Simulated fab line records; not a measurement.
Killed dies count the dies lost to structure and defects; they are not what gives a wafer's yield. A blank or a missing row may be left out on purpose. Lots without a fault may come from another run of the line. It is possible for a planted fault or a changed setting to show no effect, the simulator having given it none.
One fault seen from 2 desks | flow gf180mcu | each desk has only its own numbers; what lay behind them comes last

FROM THE METROLOGY DESK
Lot by lot, what the gauges showed, no matter which tool ran the lot: averages of those sampled wafers that carry a number. Any lot whose mean is over 4 standard deviations away from the usual mean is out of limits and marked OUT; that distance is given in the brackets.
Columns: A = MVPSD_RS at GF_VT_IMPLANT_RS_MEAS_49, usual 1168.8 ohm/sq; B = cd nm at GF_PSD_CD_MEAS_07, usual 400 nm; C = SAB_CVD_00_THK at GF_SAB_THK_MEAS_01, usual 50.3 nm; D = SALICIDE_TIN_THK at GF_SALICIDE_THK_MEAS_05, usual 20.10 nm
lot  | first seen here | A                | B   | C    | D
L365 | day 7 22:33     | 1173.2           | 397 | 50.6 | 19.90
L366 | day 8 01:26     | 1164.6           | 403 | 50.8 | 20.32
L367 | day 8 02:37     | 1170.1           | 400 | 50.6 | 20.38
L371 | day 9 09:37     | 1168.8           | 400 | 50.8 | 19.92
L373 | day 10 04:54    | 1170.4           | 396 | 49.7 | 20.09
L374 | day 10 08:53    | 1078.2 (-32) OUT | 403 | 49.4 | 19.92
L376 | day 10 18:49    | 1077.0 (-33) OUT | 397 | 49.2 | 20.24
L380 | day 11 18:40    | 1172.8           | 401 | 50.7 | 20.11
L381 | day 12 02:10    | 1166.6           | 396 | 50.7 | 20.41
L383 | day 12 15:02    | 1170.5           | 397 | 50.7 | 19.62
L385 | day 13 02:14    | 1163.7           | 399 | 50.5 | 19.72
L388 | day 13 21:15    | 1172.2           | 403 | 50.4 | 20.17
This desk's result: L374, L376 out of limits, first on L374 (MVPSD_RS at GF_VT_IMPLANT_RS_MEAS_49), day 10 08:53. L365, L366, L367, L371, L373, L380, L381, L383, L385, L388 stayed within limits.

TOOL OWNER'S DESK, implanter-03
The tool's own readings at GF_MVPSD_IMPLANT_09, given as means over the sampled wafers that have a number, one for each lot that went through this tool. Any lot whose mean is over 4 standard deviations away from the usual mean is out of limits and marked OUT; that distance is given in the brackets.
Columns: A = dose ions cm2 at GF_MVPSD_IMPLANT_09, usual 4.999e+12; B = faraday current uA at GF_MVPSD_IMPLANT_09, usual 28.2
lot  | first seen here | A                           | B
L366 | day 5 09:51     | 5.006e+12                   | 28.3
L367 | day 5 11:03     | 4.998e+12                   | 28.4
L371 | day 6 16:05     | 5.002e+12                   | 28.2
L374 | day 7 12:09     | 7.411e+12 (+99 or more) OUT | 42.2 (+25) OUT
L376 | day 7 23:26     | 7.415e+12 (+99 or more) OUT | 42.1 (+24) OUT
This desk's verdict: out of limits on L374, L376, starting with L374 at day 7 12:09 (dose ions cm2 at GF_MVPSD_IMPLANT_09). L366, L367, L371 stayed within limits.

PUT TOGETHER
The tool owner's desk had the chance to raise an alarm at day 7 12:09 on L374, L376.
At day 10 08:53 the metrology desk could have sounded an alarm, on L374, L376.
The lots listed all ran GF_MVPSD_IMPLANT_09 on implanter-03.

WHAT THE SIMULATOR PUT IN
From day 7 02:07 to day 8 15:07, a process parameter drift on implanter-03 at GF_MVPSD_IMPLANT_09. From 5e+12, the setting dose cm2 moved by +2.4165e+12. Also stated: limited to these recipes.
Struck lots among those shown: L374, L376.
Hours from the fault's start to each desk's first reading out of limits: the tool owner's desk, 10; the metrology desk, 79.
